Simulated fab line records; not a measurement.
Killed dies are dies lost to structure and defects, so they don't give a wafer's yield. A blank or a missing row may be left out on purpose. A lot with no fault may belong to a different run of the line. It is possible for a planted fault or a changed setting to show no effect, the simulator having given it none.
2 desks looking at one fault + flow sky130 + only its own numbers are on each desk; what lay behind them is given at the end

FOR THE TOOL OWNER'S DESK: iline-stepper-01
The tool's own readings at SKY_VT_ADJUST_NCORE_EXPOSE_04 (exposes mask LVTN COMPLEMENT THIN, target cd 380 nm): means of the sampled wafers that have a number, for each lot that ran on this tool. Marked OUT: a lot whose mean sits more than 4 standard deviations from the usual mean, which makes it out of limits; the brackets give that distance.
Columns: A = exposure-dose-mJ-cm2 at SKY_VT_ADJUST_NCORE_EXPOSE_04, usual 138.99; B = focus-offset-nm at SKY_VT_ADJUST_NCORE_EXPOSE_04, usual 0.0 nm
| lot  | first seen here | A      | B    |
|------|-----------------|--------|------|
| L475 | day 8 14:05     | 139.15 | 0.1  |
| L476 | day 8 18:14     | 138.93 | 0.5  |
| L478 | day 9 02:38     | 139.02 | 0.4  |
| L490 | day 12 13:32    | 139.01 | -0.1 |
| L491 | day 12 21:32    | 138.94 | 0.2  |
| L493 | day 13 08:27    | 138.95 | 0.0  |
| L494 | day 13 16:49    | 138.87 | -0.3 |
| L495 | day 14 03:01    | 138.96 | 0.4  |
| L496 | day 14 12:53    | 138.98 | 0.3  |
Result from this desk: across the 9 lots, nothing is out of limits.

FROM THE METROLOGY DESK
What the gauges read, lot by lot, whatever tool the lot ran on: means of the sampled wafers that have a number. Marked OUT: a lot whose mean sits more than 4 standard deviations from the usual mean, which makes it out of limits; the brackets give that distance.
Columns: A = NWELL_2_TW at SKY_NWELL_TW_MEAS_26, usual 496; B = SONOS_TUNNEL_OVL at SKY_SONOS_TUNNEL_OVL_MEAS_08, usual -0.6 nm
| lot  | first seen here | A   | B    |
|------|-----------------|-----|------|
| L475 | day 5 17:06     | 490 | -1.4 |
| L476 | day 5 20:59     | 490 | 1.6  |
| L477 | day 6 00:58     | 498 | 0.4  |
| L478 | day 6 04:48     | 490 | -1.0 |
| L483 | day 7 15:26     | 497 | -1.3 |
| L484 | day 7 20:13     | 498 | -0.8 |
| L488 | day 8 20:14     | 505 | -0.5 |
| L490 | day 9 06:07     | 489 | -1.5 |
| L491 | day 9 11:14     | 502 | -1.2 |
| L492 | day 9 15:35     | 502 | -1.8 |
| L493 | day 9 21:37     | 496 | 1.2  |
| L494 | day 10 04:06    | 495 | 0.5  |
| L495 | day 10 11:36    | 498 | -1.6 |
| L496 | day 10 21:53    | 499 | -0.2 |
Result from this desk: across the 14 lots, nothing is out of limits.

BROUGHT TOGETHER
The desk of the tool owner found nothing out of limits.
Nothing out of limits was seen by the metrology desk.

WHAT THE SIMULATOR PUT IN
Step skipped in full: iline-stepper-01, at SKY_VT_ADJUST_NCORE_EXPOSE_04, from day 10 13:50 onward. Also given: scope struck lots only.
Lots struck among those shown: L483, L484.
